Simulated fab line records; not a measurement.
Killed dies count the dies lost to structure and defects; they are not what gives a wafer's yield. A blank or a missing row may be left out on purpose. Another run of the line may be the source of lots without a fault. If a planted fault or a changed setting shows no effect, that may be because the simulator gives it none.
A struck lot beside a sound one	flow sfq line	42 out of 325 route steps
Sound: the wafers L766.1, L766.4, L766.6. Wafers struck: L778.1, L778.4. Last of all comes the cause.
For every step that has rows: the tool of each side, followed by ch and its chambers, followed by its first start. Under that, the readings that differ: sound wafers	struck wafers	difference of the means	sigmas: that difference in standard deviations of wafers without a fault.
alike: same words and numbers on both sides, and readings whose means sit less than 2 such deviations apart. not compared: any withheld reading, any reading some wafer has no value for, any bound like >300 that may hide the same value, and any number with overlapping values for which the record gives no deviation.
A row with sigmas, a row that says differs or no value, or rows on one side alone: a step with any of these is where the two part. Numbers that don't overlap but have no deviation are shown without sigmas and don't part them. Lack of a reading on every wafer of one side parts them only where that side has two or more wafers.

first, 3 steps without rows for these wafers: SFQ_TRILAYER_I4_VIA_LITHO_EXPOSE_104 (exposes mask I4, target cd 700 nm); SFQ_TRILAYER_I4_VIA_LITHO_PEB_106 (peb time 60 s); SFQ_TRILAYER_I4_VIA_LITHO_DEVELOP_105 (time 60 s).
SFQ_I4_OVL_MEAS_928:
  struck on overlay-01, day 43 23:45; sound on overlay-01, day 39 19:34
  alike: I4_OVL
SFQ_TRILAYER_I4_VIA_BARC_OPEN_VIA_ETCH_146: etches BARC in O2, target depth 125 nm, time 41.7 s.
  sound on rie diel-04 ch 0,3, day 39 19:37; struck on rie diel-01 ch 1,2, day 43 23:47
  alike: drypump motor current A, oes product au
  not compared: rf hours counter h
then, 7 steps without rows for these wafers: SFQ_TRILAYER_I4_VIA_ETCH_VIA_ETCH_106 (etches SiO2 in CHF3, stops on Nb, target depth 260 nm); SFQ_TRILAYER_I4_VIA_STRIP_STRIP_107 (strips in O2); SFQ_TRILAYER_I4_VIA_STRIP_SOLV_CLEAN_108 (cleans in NMP, time 600 s); SFQ_TRILAYER_JJ_TRILAYER_DEP_PRE_CLEAN_113 (time 22.5 s); SFQ_TRILAYER_JJ_TRILAYER_DEP_SPUTTER_109 (material Nb, target thk 150 nm, time 100 s); SFQ_TRILAYER_JJ_TRILAYER_DEP_SPUTTER_110 (material Al, target thk 8 nm, time 10 s); SFQ_TRILAYER_JJ_TRILAYER_DEP_AL_OXIDATION_111 (oxidation time 600 s).
SFQ_TRILAYER_JJ_TRILAYER_DEP_SPUTTER_112: material Nb, target thk 170 nm, time 113.3 s.
  struck on pvd sputter-06, day 44 02:01; sound on pvd sputter-04, day 39 21:40
reading	sound	struck	difference	sigmas
model.Nb_of_TRILAYER_JJ_TRILAYER_DEP_SPUTTER_112.thk nm (nm)	165.1 169.5 165.8	186.1 184.7	+18.6	
  alike: cathode dc power W, throttle valve pct
SFQ_JJ_RS_MEAS_929: the measuring method here is four-point-probe.
  struck on film metro-01, day 44 02:05; sound on film metro-01, day 39 21:44
reading	sound	struck	difference	sigmas
JJ_NB_RS (ohm/sq)	1.078 1.052 1.076	0.956 0.963	-0.109	-8
then, 6 steps without rows for these wafers: SFQ_TRILAYER_JJ_CE_LITHO_COAT_119 (resist thk 62 nm); SFQ_TRILAYER_JJ_CE_LITHO_COAT_114 (resist thk 600 nm); SFQ_TRILAYER_JJ_CE_LITHO_SOFTBAKE_118; SFQ_TRILAYER_JJ_CE_LITHO_EXPOSE_115 (exposes mask J5, target cd 700 nm); SFQ_TRILAYER_JJ_CE_LITHO_PEB_117 (peb time 60 s); SFQ_TRILAYER_JJ_CE_LITHO_DEVELOP_116 (time 60 s).
SFQ_JJ_OVL_MEAS_931:
  struck on overlay-02, day 45 04:26; sound on overlay-02, day 41 05:49
  alike: J5_OVL
SFQ_TRILAYER_JJ_CE_METRO_MEASURE_117:
  struck on cd sem-01, day 45 04:29; sound on cd sem-02, day 41 05:51
  alike: cd nm
then, 1 step without rows for these wafers: SFQ_TRILAYER_JJ_CE_BARC_OPEN_RIE_150 (chemistry O2, target BARC, target depth 240 nm, time 80 s).
SFQ_TRILAYER_JJ_CE_ETCH_RIE_118: chemistry SF6, target Nb, stops on Al2O3, time 97.7 s, target depth 170 nm.
  sound on rie metal-03 ch 0,1, day 41 07:08; struck on rie metal-04 ch 0,1, day 45 05:46
reading	sound	struck	difference	sigmas
oes product au (a.u.)	0.985 0.991 0.977	1.000 1.015	+0.023	+3
  alike: drypump motor current A, he backside leak sccm
  not compared: rf hours counter h
then, 9 steps without rows for these wafers: SFQ_TRILAYER_JJ_ANODIZE_ANODIZE_119; SFQ_TRILAYER_JJ_CE_STRIP_STRIP_120 (strips in O2); SFQ_TRILAYER_JJ_CE_STRIP_SOLV_CLEAN_121 (cleans in NMP, time 600 s); SFQ_TRILAYER_M5_LITHO_COAT_128 (resist thk 62 nm); SFQ_TRILAYER_M5_LITHO_COAT_123 (resist thk 600 nm); SFQ_TRILAYER_M5_LITHO_SOFTBAKE_127; SFQ_TRILAYER_M5_LITHO_EXPOSE_124 (exposes mask M5, target cd 700 nm); SFQ_TRILAYER_M5_LITHO_PEB_126 (peb time 60 s); SFQ_TRILAYER_M5_LITHO_DEVELOP_125 (time 60 s).
-- the record jumps here: 4 days lie between the struck wafers' starts before and after --
SFQ_M5_OVL_MEAS_932:
  struck on overlay-02, day 49 14:48; sound on overlay-01, day 46 03:21
  alike: M5_OVL
then, 1 step without rows for these wafers: SFQ_TRILAYER_M5_BARC_OPEN_METAL_ETCH_161 (etches BARC in O2, target depth 125 nm, time 41.7 s).
SFQ_TRILAYER_M5_ETCH_METAL_ETCH_126: etches Nb in Cl2/BCl3, stops on SiO2, time 203.2 s, target depth 265 nm.
  sound on rie metal-01 ch 0, day 46 03:30; struck on rie metal-01 ch 0,1, day 49 14:53
  alike: drypump motor current A, he backside leak sccm, oes product au
  not compared: rf hours counter h
SFQ_TRILAYER_M5_STRIP_STRIP_127: strips in O2.
  sound on rie metal-01 ch 0, day 46 03:53; struck on rie metal-01 ch 0,1, day 49 15:05
  alike: drypump motor current A, he backside leak sccm, oes product au
  not compared: rf hours counter h
then, 4 steps without rows for these wafers: SFQ_TRILAYER_M5_STRIP_SOLV_CLEAN_128 (cleans in NMP, time 600 s); SFQ_TRILAYER_A5B_DEP_PECVD_129 (deposits SiO2 from SiH4/N2O, time 133.33 s, target thk 600 nm); SFQ_TRILAYER_A5B_CMP_CMP_130 (polishes, stops on Nb, target thk 340.7 nm); SFQ_TRILAYER_A5B_METRO_MEASURE_131.
-- the record jumps here: 6 days lie between the struck wafers' starts before and after --
SFQ_TRILAYER_R5_ETCH_METAL_ETCH_139: etches the open film in Cl2, stops on SiO2, target depth 60 nm, time 40 s.
  sound on rie metal-01 ch 0, day 52 00:29; struck on rie metal-01 ch 1, day 55 17:54
reading	sound	struck	difference	sigmas
drypump motor current A (A)	5.0 5.0 5.0	5.8 5.9	+0.8	+2
model.Nb_of_TRILAYER_JJ_TRILAYER_DEP_SPUTTER_112.thk nm (nm)	155.2 159.7 155.9	176.3 174.8	+18.6	
  alike: he backside leak sccm, oes product au
  not compared: rf hours counter h

== WHERE THEY PART ==
First at SFQ_JJ_RS_MEAS_929; last, within this record, at SFQ_TRILAYER_R5_ETCH_METAL_ETCH_139.

WHY: the cause the simulator had injected
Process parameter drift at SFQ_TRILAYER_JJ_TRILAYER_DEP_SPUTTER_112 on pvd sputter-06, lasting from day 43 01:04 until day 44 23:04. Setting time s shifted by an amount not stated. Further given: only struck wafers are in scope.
